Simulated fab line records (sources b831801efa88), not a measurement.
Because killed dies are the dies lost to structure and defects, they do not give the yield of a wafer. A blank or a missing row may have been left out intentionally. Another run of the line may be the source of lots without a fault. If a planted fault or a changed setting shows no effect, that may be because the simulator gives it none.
2 desks looking at one fault + flow sky130 + each desk has only its own numbers; what lay behind them comes last

== TOOL OWNER'S DESK, iline_stepper-01 ==
The tool's own readings at SKY_PWDE_EXPOSE_04 (exposes mask PWDEM, target cd 840 nm): means of the sampled wafers that have a number, for each lot that ran on this tool. A lot is out of limits, marked OUT, if its mean lies more than 4 standard deviations from the usual mean; the brackets give that distance.
Columns: A = focus_offset_nm at SKY_PWDE_EXPOSE_04, usual 0.0 nm; B = stage_vel_mm_s at SKY_PWDE_EXPOSE_04, usual 500.00 mm/s
| lot  | first seen here | A    | B      |
|------|-----------------|------|--------|
| L169 | day 5 00:12     | 0.3  | 499.81 |
| L178 | day 6 21:15     | -0.6 | 500.22 |
Finding of this desk: none of the 2 lots has anything out of limits.

== FROM THE METROLOGY DESK ==
Means of the sampled wafers that have a number, per lot and without regard to the tool the lot ran on: this is what the gauges read. A lot is out of limits, marked OUT, if its mean lies more than 4 standard deviations from the usual mean; the brackets give that distance.
Columns: A = DNWELL_TW at SKY_DNWELL_TW_MEAS_09, usual 1111; B = PWDE_OVL at SKY_PWDE_OVL_MEAS_07, usual 0.6 nm
| lot  | first seen here | A    | B    |
|------|-----------------|------|------|
| L164 | day 3 14:54     | 1095 | 1.5  |
| L169 | day 4 15:49     | 1105 | -0.3 |
| L178 | day 6 14:02     | 1111 | -2.6 |
| L179 | day 6 20:17     | 1105 | 0.2  |
| L185 | day 8 18:13     | 1121 | 0.6  |
Finding of this desk: none of the 5 lots has anything out of limits.

== BROUGHT TOGETHER ==
The tool owner's desk saw nothing out of limits.
Nothing out of limits was seen by the metrology desk.

== WHAT THE SIMULATOR PUT IN ==
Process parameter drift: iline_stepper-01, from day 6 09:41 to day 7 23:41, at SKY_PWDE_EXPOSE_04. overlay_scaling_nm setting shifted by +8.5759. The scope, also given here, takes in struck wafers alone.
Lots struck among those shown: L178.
